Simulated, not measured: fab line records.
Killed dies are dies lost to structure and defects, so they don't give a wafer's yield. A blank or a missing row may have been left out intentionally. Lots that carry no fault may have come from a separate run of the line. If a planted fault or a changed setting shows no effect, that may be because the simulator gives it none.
Matching of chambers -- flow sky130 -- 4 sister chambers for SKY_VIA3_ETCH_15 on rie_diel-02
The step etches SiO2 in C4F8/O2/Ar, stops on TiN, target depth 507 nm, time 78 s. 4 wafers are shown with their chamber, then 9 later ones without.

== WAFERS WITH THEIR CHAMBER ==
wafer,chamber,oes_product_au (a.u.)
L081.3,2,0.946
L081.4,3,0.948
L083.5,1,0.935
L083.6,0,0.942

== WAFERS WITHOUT THEIR CHAMBER ==
wafer,oes_product_au (a.u.)
L086.1,0.952
L086.3,0.942
L086.4,0.932
L088.3,0.955
L088.4,0.940
L088.5,0.935
L092.3,0.945
L092.4,0.941
L092.6,0.951

== WHICH CHAMBER EACH ONE RAN IN ==
wafer,from the rows above,in truth
L086.1,can't be placed: 3 or 2 or 0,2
L086.3,can't be placed: 0 or 2 or 3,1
L086.4,1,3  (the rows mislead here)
L088.3,can't be placed: 3 or 2 or 0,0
L088.4,can't be placed: 0 or 1 or 2 or 3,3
L088.5,1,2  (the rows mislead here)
L092.3,can't be placed: 2 or 0 or 3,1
L092.4,can't be placed: 0 or 2 or 1 or 3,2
L092.6,can't be placed: 3 or 2 or 0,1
Placed correctly: 0 of 9. Can't be placed from these rows: 7 (the true chamber is among the candidates in 4). Wrongly placed: 2.
How it was worked out, from the rows above alone: a wafer's distance from a chamber is the root of the sum, over the readings, of the square of ((its reading less the chamber's mean) divided by the reading's scatter). The wafer belongs to the nearest chamber; if the next one is less than 2 further off, it can't be placed. For every chamber, the mean is computed from those of its wafers that are shown. The scatter (one wafer shown for each chamber): square how far every hidden wafer sits from the nearest shown wafer, average those squares and take the square root.
